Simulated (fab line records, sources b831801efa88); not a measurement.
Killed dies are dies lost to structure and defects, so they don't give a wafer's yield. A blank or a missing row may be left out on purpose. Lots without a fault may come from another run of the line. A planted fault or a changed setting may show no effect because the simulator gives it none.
fab line records | flow sky130
record lots=6 wafers=18 last_day=51
route steps=708 shown RES_PROTECT@214 POLY_GATE@217 PAD_OPEN@708
lots that met no fault: from a run of the same line without faults
start_h: hours from the record's first day to the start of the lot's first wafer shown | wait_h: hours since the lot's step before | " the same as in the row above | L1.1+2: a row that stands for several wafers | - no value, or no start given | * or withheld: withheld | < > ~ a bound
route shown NAME@n: a module of which the file shows steps, and the number in the route of the first | usual: mean/standard deviation of fault-free wafers | same: alike in all rows | chamber/n: place in a boat | sites: the reading at each site | _std_site: their standard deviation | _edge_site: outer sites' mean less inner sites' | radius_mm: how far each site lies from the wafer's centre | mask NAME#n: copy n | behind: the tool/chamber that last shaped the wafer | hold: why the lot was held/for how many hours/how that ended | device: the transistor (n, p or np) that didn't switch | end of line: the same wafers' tests at the end of the route | a step without rows: its recipe alone | killed: dies lost to structure and defects at the first sort, not the wafer's yield | map: a wafer's dies, x killed, . not, _ none there
set.NAME: the setting as run; set.NAME@STEP: as run at that earlier step | model.NAME: the simulator's own value behind a step, which no gauge read
lots at some steps of the route; a table a step, a row a wafer
services: from which hour (start_h, from the record's first day; less than 0 if before it) a tool's chamber was out of use, for how many hours, and why
## steps
# step SKY_RES_PROTECT_STRIP_07
# recipe chemistry=O2/N2 power_w=1400 pressure_mtorr=1500 platen_temp_c=withheld o2_flow_sccm=3000 n2_flow_sccm=300 overash_fraction=0.5
# usual drypump_motor_current_A=5.8/0.33 oes_product_au=0.517/0.0044 strip_time_to_endpoint_s=23.29/0.042
# columns lot.wafer tool chamber start_h wait_h drypump_motor_current_A oes_product_au rf_hours_counter_h strip_time_to_endpoint_s
L855.2 plasma_asher-02 0 367.00 0.1 5.6 0.516 56 23.26
L855.3 " 1 " " 6.1 0.515 - 23.24
L855.5 " 0 " " 5.6 0.514 - 23.20
L856.3 plasma_asher-01 1 374.83 0.1 5.8 0.519 - 23.26
L856.4 " 0 " " 5.2 0.519 - 23.27
L856.5 " 0 " " 5.2 0.523 - 23.30
L862.1 plasma_asher-02 0 425.92 0.1 5.6 0.518 62 23.24
L862.5 " 0 " " 5.6 0.516 - 23.27
L862.6 " 1 " " 6.1 0.502 - 23.25
L868.1 plasma_asher-01 0 482.27 0.1 5.2 0.513 5 23.33
L868.4 " 0 " " 5.2 0.515 - 23.33
L868.5 " 0 " " 5.1 0.519 - 23.30
L870.3 plasma_asher-02 1 497.90 0.1 6.1 0.512 - 23.23
L870.4 " 0 " " 5.7 0.510 - 23.24
L870.6 " 1 " " 6.1 0.515 - 23.22
L876.1 plasma_asher-04 1 539.66 0.1 6.3 0.511 82 23.26
L876.4 " 1 " " 6.2 0.513 - 23.33
L876.5 " 1 " " 6.3 0.519 - 23.29
# step SKY_RES_PROTECT_TW_MEAS_08
# usual POLY_GATE_TW=4026/43
# columns lot.wafer tool chamber start_h wait_h POLY_GATE_TW
L855.2 film_metro-02 - 367.11 0.1 4056
L855.3 " - " " 4029
L855.5 " - " " 4057
L856.3 film_metro-02 - 374.92 0.1 4024
L856.4 " - " " 4005
L856.5 " - " " 4041
L862.1 film_metro-02 - 426.02 0.1 4075
L862.5 " - " " 4058
L862.6 " - " " 4063
L868.1 film_metro-02 - 482.37 0.1 4068
L868.4 " - " " 4093
L868.5 " - " " 4068
L870.3 film_metro-01 - 497.99 0.1 3984
L870.4 " - " " 3985
L870.6 " - " " 3984
L876.1 film_metro-04 - 539.76 0.1 4052
L876.4 " - " " 4077
L876.5 " - " " 4040
# step SKY_RES_PROTECT_CLEAN_09
# recipe chemistry=SC1/SC2 mix=1:4:20 temp_c=70 time_s=150 dry=n2_spin
# step SKY_POLY_GATE_CVD_03
# recipe material=Si3N4 precursor=DCS/NH3 target_thk_nm=75 temp_c=770 time_s=1290 pressure_mtorr=250
# step SKY_POLY_GATE_THK_MEAS_04
# recipe reads=Si3N4_of_POLY_GATE_CVD_03
# usual POLY_GATE_CVD_03_THK=75.5/0.59
# columns lot.wafer tool chamber start_h wait_h POLY_GATE_CVD_03_THK[nm]
L855.2 film_metro-01 - 370.10 0.0 74.8
L855.3 " - " " 74.8
L855.5 " - " " 74.8
L856.3 film_metro-03 - 377.30 0.0 75.3
L856.4 " - " " 75.7
L856.5 " - " " 75.1
L862.1 film_metro-03 - 427.49 0.0 76.1
L862.5 " - " " 75.8
L862.6 " - " " 76.2
L868.1 film_metro-01 - 483.84 0.0 75.3
L868.4 " - " " 75.3
L868.5 " - " " 75.2
L870.3 film_metro-03 - 501.35 0.0 75.4
L870.4 " - " " 75.0
L870.6 " - " " 76.0
L876.1 film_metro-01 - 542.06 0.0 75.6
L876.4 " - " " 75.4
L876.5 " - " " 75.4
# step SKY_POLY_GATE_DEHYDRATE_05
# recipe temp_c=200 time_s=60
# step SKY_POLY_GATE_HMDS_06
# recipe prime_time_s=60 prime_temp_c=120
# step SKY_POLY_GATE_COAT_07
# recipe resist=BARC temp_c=withheld time_s=withheld spin_rpm=3070 resist_thk_nm=110
# step SKY_POLY_GATE_COAT_08
# recipe resist=KrF-thick spin_rpm=3000 resist_thk_nm=450
# step SKY_POLY_GATE_SOFTBAKE_09
# recipe temp_c=100 time_s=90 resist=KrF-thick
# step SKY_POLY_GATE_EXPOSE_10
# recipe mask_id=P1M na=0.68 source_shape=conventional sigma_outer=0.6 target_cd_nm=150 dose_mj=28
# step SKY_POLY_GATE_PEB_11
# recipe peb_temp_c=withheld peb_time_s=withheld resist=KrF-thick
# step SKY_POLY_GATE_DEVELOP_12
# recipe develop_time_s=60 resist=KrF-thick dev_temp_c=21
# usual chill_plate_temp_C=23.01/0.11 developer_temp_C=21.00/0.1
# columns lot.wafer tool chamber start_h wait_h chill_plate_temp_C developer_temp_C
L855.2 litho_track-02 0 399 - 22.91 20.84
L855.3 " 0 " " 23.02 20.99
L855.5 " 0 " " 22.84 20.90
L856.3 litho_track-01 0 406 - 22.81 20.97
L856.4 " 0 " " 22.84 20.96
L856.5 " 0 " " 22.93 20.86
L862.1 litho_track-04 0 458 - 22.79 20.85
L862.5 " 0 459 - 22.91 20.79
L862.6 " 0 " " 22.91 20.80
L868.1 litho_track-01 0 513 - 22.81 21.74
L868.4 " 0 " " 22.92 21.75
L868.5 " 0 " " 22.98 21.70
L870.3 litho_track-01 0 531 - 23.05 21.62
L870.4 " 0 " " 23.00 21.60
L870.6 " 0 " " 23.04 21.44
L876.1 litho_track-02 0 572 - 22.90 21.07
L876.4 " 0 " " 22.83 20.94
L876.5 " 0 " " 22.95 21.04
# step SKY_POLY_GATE_CD_MEAS_13
# recipe target_cd_nm=150
# usual cd_nm=149.6/1.6
# columns lot.wafer tool chamber start_h wait_h cd_nm
L855.2 cd_sem-01 - 399.24 - 150.8
L855.3 " - " " 151.3
L855.5 " - " " 149.1
L856.3 cd_sem-01 - 406.64 - 150.9
L856.4 " - " " 149.8
L856.5 " - " " 150.0
L862.1 cd_sem-02 - 459.10 - 148.4
L862.5 " - " " 149.1
L862.6 " - " " 148.0
L868.1 cd_sem-02 - 513.85 - 148.8
L868.4 " - " " 150.2
L868.5 " - " " 148.9
L870.3 cd_sem-01 - 532.04 - 146.9
L870.4 " - " " 148.3
L870.6 " - " " 147.7
L876.1 cd_sem-01 - 572.17 - 148.8
L876.4 " - " " 147.7
L876.5 " - " " 150.2
# step SKY_PAD_OPEN_PROBE_99
# usual killed_at_M0_to_M3=43/7.3 killed_at_M4_up=3.4/2.1 killed_at_contacts=24/5.9 killed_at_front_end=14/4 killed_at_other=0.3/0.54 killed_dies=85/10 killed_open=46/7.7 killed_short=38/6
# same gross_dies=492 killed_at_back_side=0
# columns lot.wafer tool chamber start_h wait_h killed_at_M0_to_M3 killed_at_M4_up killed_at_contacts killed_at_front_end killed_at_other killed_dies killed_open killed_short
L855.2 prober-01 - 1106.34 0.1 35 2 20 14 0 71 35 36
L855.3 prober-01 - 1106.39 0.2 47 8 28 7 0 90 49 41
L855.5 prober-01 - 1106.49 0.2 49 3 24 10 0 86 46 40
L856.3 prober-01 - 1119.84 0.2 45 4 30 27 0 106 56 50
L856.4 prober-01 - 1119.89 0.2 41 5 30 17 1 94 48 46
L856.5 prober-01 - 1119.94 0.2 51 5 29 13 0 98 55 43
L862.1 prober-01 - 1152.14 0.1 41 4 18 11 1 75 39 35
L862.5 prober-01 - 1152.34 0.2 34 6 15 14 0 69 31 38
L862.6 prober-01 - 1152.39 0.2 42 4 21 14 0 81 48 32
L870.3 prober-01 - 1196.75 0.2 55 4 29 12 1 101 50 50
L870.4 prober-01 - 1196.80 0.2 35 2 25 12 0 74 46 28
L870.6 prober-01 - 1196.90 0.2 43 5 24 19 1 92 49 43
# killed by level:class
L855.2 VIA1:geometric_particle:open=11 CONTACT:geometric_particle:open=7 METAL1:geometric_particle:short=7 FIELD_ISO:geometric_particle:short=6 CONTACT:geometric_particle:short=5 VIA1:geometric_particle:short=4 LI_CONTACT:geometric_particle:open=4 VIA3:geometric_particle:open=4
L855.3 VIA1:geometric_particle:open=13 CONTACT:geometric_particle:open=12 METAL1:geometric_particle:short=9 LI_CONTACT:geometric_particle:open=8 FIELD_ISO:geometric_particle:short=4 VIA1:geometric_particle:short=4 METAL2:geometric_particle:short=4 VIA3:geometric_particle:open=4
L855.5 CONTACT:geometric_particle:open=11 VIA1:geometric_particle:open=10 METAL3:geometric_particle:short=8 VIA1:geometric_particle:short=6 VIA2:geometric_particle:open=6 VIA3:geometric_particle:open=6 CONTACT:geometric_particle:short=5 METAL2:geometric_particle:short=5
L856.3 CONTACT:geometric_particle:open=13 POLY_GATE:geometric_particle:open=8 VIA3:geometric_particle:open=8 LOCAL_INTERCONNECT:geometric_particle:short=7 METAL1:geometric_particle:short=6 VIA1:geometric_particle:open=6 VIA2:geometric_particle:open=6 METAL3:geometric_particle:short=5
L856.4 CONTACT:geometric_particle:open=13 VIA1:geometric_particle:open=9 LI_CONTACT:geometric_particle:open=7 CONTACT:geometric_particle:short=7 VIA3:geometric_particle:open=7 METAL1:geometric_particle:short=5 FIELD_ISO:geometric_particle:short=4 VIA1:geometric_particle:short=4
L856.5 VIA1:geometric_particle:open=13 CONTACT:geometric_particle:open=11 LI_CONTACT:geometric_particle:open=8 VIA2:geometric_particle:open=8 METAL1:geometric_particle:short=7 VIA3:geometric_particle:open=6 VIA1:geometric_particle:short=5 METAL2:geometric_particle:short=5
L862.1 VIA1:geometric_particle:open=9 VIA3:geometric_particle:open=8 VIA2:geometric_particle:open=6 CONTACT:geometric_particle:open=5 VIA3:geometric_particle:short=5 LOCAL_INTERCONNECT:geometric_particle:short=4 LI_CONTACT:geometric_particle:open=4 CONTACT:geometric_particle:short=4
L862.5 VIA1:geometric_particle:open=8 METAL2:geometric_particle:short=8 POLY_GATE:geometric_particle:short=7 CONTACT:geometric_particle:open=7 LI_CONTACT:geometric_particle:open=5 VIA1:geometric_particle:short=4 FIELD_ISO:geometric_particle:short=3 METAL1:geometric_particle:short=3
L862.6 CONTACT:geometric_particle:open=10 VIA3:geometric_particle:open=10 VIA1:geometric_particle:open=9 FIELD_ISO:geometric_particle:short=5 METAL1:geometric_particle:short=5 VIA1:geometric_particle:short=5 LI_CONTACT:geometric_particle:open=4 METAL2:geometric_particle:short=4
L870.3 LI_CONTACT:geometric_particle:open=10 CONTACT:geometric_particle:open=9 VIA2:geometric_particle:open=9 METAL2:geometric_particle:short=8 CONTACT:geometric_particle:short=7 VIA3:geometric_particle:short=6 METAL1:geometric_particle:short=5 VIA1:geometric_particle:open=5
L870.4 CONTACT:geometric_particle:open=14 VIA1:geometric_particle:open=8 VIA2:geometric_particle:open=6 POLY_GATE:geometric_particle:open=4 CONTACT:geometric_particle:short=4 METAL2:geometric_particle:short=4 VIA3:geometric_particle:open=4 POLY_GATE:geometric_particle:short=3
L870.6 LI_CONTACT:geometric_particle:open=11 VIA1:geometric_particle:open=7 VIA1:geometric_particle:short=6 VIA2:geometric_particle:short=6 POLY_GATE:geometric_particle:short=5 CONTACT:geometric_particle:open=5 METAL1:geometric_particle:short=5 VIA3:geometric_particle:open=5
## services
# columns tool chamber start_h hours kind
plasma_asher-01 - 354.31 7.2 repair
plasma_asher-01 - 421.25 9.0 pm
plasma_asher-01 0 421.25 9.0 vent_cycle
plasma_asher-01 1 421.25 9.0 vent_cycle
plasma_asher-01 0 430.25 - clean
plasma_asher-01 1 430.25 - clean
plasma_asher-01 - 460.18 0.7 repair
## key
first_sign step=SKY_POLY_GATE_DEVELOP_12 reading=developer_temp_C direction=up sigmas=6.4 usual=* struck=*
effect none on later readings
met_at SKY_POLY_GATE_DEVELOP_12
struck_wafers L868.1,L868.4,L868.5,L870.3,L870.4,L870.6
tester_left_out L868,L870
loop_trim step=SKY_POLY_GATE_EXPOSE_10 setting=dose lots=L870
onset_between 406 513
fault kind=process_parameter_drift tool=litho_track-01 chamber=- onset_h=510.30 steps=SKY_POLY_GATE_DEVELOP_12 channel=dev_temp_c offset=* shape=step end_h=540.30 acts_in=* stated=*
# tester_left_out: of these lots the tester's yield and bins aren't shown, on N5 and GAA mostly nor the transistor test; their killed dies are dies lost to structure and defects alone, not to doping, threshold or leakage, so they don't give the yield
# loop_trim: a control loop set the setting to another value than it would have without faults
